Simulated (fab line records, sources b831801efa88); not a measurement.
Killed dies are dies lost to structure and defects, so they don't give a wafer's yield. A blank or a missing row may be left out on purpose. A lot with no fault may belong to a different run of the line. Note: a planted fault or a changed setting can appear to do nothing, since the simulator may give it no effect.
A struck lot beside a sound one | flow gf180mcu | 15 steps out of a route of 602
Sound: wafers L509.2, L509.3, L509.4. The struck wafers were L515.2, L515.3, L515.5. The cause is given at the end.
Per side, at each step with rows, come the tool, then ch with its chambers, and then its first start. Under that, the readings that differ: sound wafers | struck wafers | difference of the means | sigmas: that difference in standard deviations of wafers without a fault.
alike: readings whose means differ by less than 2 such deviations, and words and numbers that are the same on both sides. not compared: withheld readings, readings that some wafer has no value for, bounds like >300 that may hide the same value, and numbers for which the record gives no deviation and whose values overlap.
Wherever a step has rows on one side only, a row that says differs or no value, or a row with sigmas, the two part there. Non-overlapping numbers with no deviation appear without sigmas and do not part them. A reading that every wafer of one side lacks parts them only if that side has two wafers or more.

first, 3 steps without rows for these wafers: GF_V3_EXPOSE_11 (exposes mask Via3, target cd 260 nm); GF_V3_PEB_12 (peb time 90 s); GF_V3_DEVELOP_13 (develop time 57.17 s).
GF_V3_CD_MEAS_14: the cd target is 260 nm.
  sound on cd-sem-02, day 24 21:28; struck on cd-sem-01, day 27 17:37
  alike: cd-nm
GF_V3_OVL_MEAS_15:
  sound on overlay-02, day 24 21:34; struck on overlay-01, day 27 17:43
  alike: V3_OVL
GF_V3_ETCH_16: etches BARC in N2/H2.
  sound on rie-diel-03 ch 0,1,3, day 24 21:36; struck on rie-diel-01 ch 2,3, day 27 17:45
  alike: drypump-motor-current-A, oes-product-au, rf-fwd-power-W, throttle-valve-pct
GF_V3_ETCH_17: etches SiO2 in C4F8/O2/Ar, stops on TiN, target depth 635 nm.
  sound on rie-diel-03 ch 0,1,3; struck on rie-diel-01 ch 2,3
  alike: oes-product-au, rf-fwd-power-W
GF_V3_STRIP_18: strips in O2/N2.
  sound on plasma-asher-04 ch 0,1, day 24 21:44; struck on plasma-asher-01 ch 0,1, day 27 17:52
  alike: drypump-motor-current-A, heater-power-w, o2-flow-sccm, oes-product-au
  not compared: rf-hours-counter-h
then, 2 steps without rows for these wafers: GF_V3_STRIP_19 (strips in post etch residue remover, time 1200 s); GF_V3_CLEAN_20 (cleans in DIW).
GF_V3_SPUTTER_21: material Ti, target thk 15 nm, time 80.02 s.
  sound on pvd-sputter-02, day 24 22:18; struck on pvd-sputter-02, day 27 18:25
  alike: cathode-dc-power-W, throttle-valve-pct
GF_V3_SPUTTER_22: material TiN, target thk 10 nm, time 40 s.
  sound on pvd-sputter-02, day 24 22:22; struck on pvd-sputter-02, day 27 18:28
  alike: cathode-dc-power-W, throttle-valve-pct
GF_V3_CVD_23: deposits W, target thk 350 nm, time 104.9 s.
  sound on cvd-w-02 ch 0,1, day 24 22:24; struck on cvd-w-02 ch 0,1, day 27 18:31
  reading                          | sound                | struck               | difference | sigmas
  heater-power-w (W)               | 777 771 1013         | 1007 964 1272        | +227       | +2
  susceptor-temp-C (C)             | 399.93 400.12 399.79 | 440.49 440.29 440.68 | +40.54     | +99 or more
  model.W_of_V3_CVD_23.thk-nm (nm) | 355.3 353 350.3      | 595 595.2 579.5      | +237       |
GF_V3_RS_MEAS_24: the measuring method here is four-point-probe.
  sound on film-metro-02, day 24 22:32; struck on film-metro-04, day 27 18:56
  reading          | sound             | struck            | difference | sigmas
  V3_W_RS (ohm/sq) | 0.324 0.326 0.328 | 0.192 0.192 0.197 | -0.132     | -27
  not compared: hold
GF_PASSIVATION_PROBE_99:
  the record holds rows for the sound wafers here (prober-02, day 31 03:26) but none for the struck ones

WHERE THEY PART
First at GF_V3_CVD_23; last, within this record, at GF_PASSIVATION_PROBE_99.

WHY: whatever the simulator had introduced
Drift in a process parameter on cvd-w-02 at GF_V3_CVD_23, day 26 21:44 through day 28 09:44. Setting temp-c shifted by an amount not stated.
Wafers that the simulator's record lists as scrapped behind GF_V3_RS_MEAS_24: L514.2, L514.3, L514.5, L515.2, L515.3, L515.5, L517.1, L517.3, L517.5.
